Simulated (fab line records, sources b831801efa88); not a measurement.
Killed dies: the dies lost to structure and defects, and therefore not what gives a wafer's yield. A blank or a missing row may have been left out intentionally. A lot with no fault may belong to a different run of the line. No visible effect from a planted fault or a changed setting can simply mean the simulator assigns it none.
Problem report in the 8D (eight disciplines) form, filled by code	flow sky130	the parts of the form that need people (team, actions taken, sign-off) are left out

## 1. THE PROBLEM
cdNm at SKY_SD_P_CD_MEAS_07 reads a mean of 472.6 nm on 6 wafers of 2 lots; wafers without a fault read 378.7 nm with a standard deviation of 2.4. That puts it +39 standard deviations away from the usual mean.
The step: target cd 380 nm.
Earliest sighting: wafer L186.1 on cdSem-02 at day 31 09:24. At this step, 42 wafers from 14 lots have a number in the record. Rule for "out" (also "out of limits"): further than 4 standard deviations from the usual mean. Any other wafer with a number is counted as sound.

## 2. WHAT IT IS, WHAT IT ISN'T
question	is	is not
which readings at this step	cdNm	-
which lots	L186, L187	L169, L170, L171, L173, L174, L176, L177, L178, L179, L180, L182, L185
which wafers of those lots	all that have a number	-
read on which gauges	cdSem-02	cdSem-01
when	from day 31 09:24	up to then (36 sound wafers)

## 3. SUSPECTS, AND WHAT RULES EACH OUT
Counting: a tool at any process step up to the reading remains a suspect when it ran all the lots that are out and ran no sound lot after the first of those.
- the gauge at SKY_SD_P_CD_MEAS_07: ruled out. All the wafers that are out were read on cdSem-02, but those of them that SKY_SD_P_STRIP_10 has rows for are out there too, on other tools.
- lithoTrack-01 at SKY_SD_P_COAT_02 (resist thk 1140 nm): kept. All lots that are out passed through it, beginning with L186 at day 30 19:25, and no sound lot followed; its final sound lot before that point was L182 at day 29 11:07.
After counting, what remains is lithoTrack-01 at SKY_SD_P_COAT_02.

## 4. THE CAUSE (what the simulator had put in)
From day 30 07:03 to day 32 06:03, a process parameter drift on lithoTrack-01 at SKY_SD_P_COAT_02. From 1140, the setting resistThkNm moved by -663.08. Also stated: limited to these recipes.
After counting, this tool was the only one left.

## 5. THE CHAIN OF EFFECTS, in route order
Each row: a reading where the mean over the struck wafers with a number is more than 3 standard deviations away from the usual. Only readings whose record carries a usual standard deviation are examined. hours: median over the lots of the time between each lot's start at the first step of this table that gives one and its start at this step. sigmas: the change, counted in usual standard deviations.
hours	step	reading	usual	on struck wafers	change	sigmas
0	SKY_SD_P_CD_MEAS_07	cdNm	378.7 nm	472.6	+93.9	+39
0	SKY_SD_P_STRIP_10	oesProductAu	0.617 a.u.	0.486	-0.131	-27
0	SKY_SD_P_STRIP_10	stripTimeToEndpointS	17.50 s	9.84	-7.66	-99 or more
Process steps it contains:
- SKY_SD_P_STRIP_10: strips in O2/N2.

## 6. WHAT WOULD HAVE CAUGHT IT SOONER
In this record the first reading out of limits at a measuring or inspecting step was taken at day 31 09:24, 26 hours after the fault began at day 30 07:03.
By day 31 09:24, every lot that is out (2) had started SKY_SD_P_COAT_02 on lithoTrack-01. Had the tool been put on hold then, not one of them would have been saved.
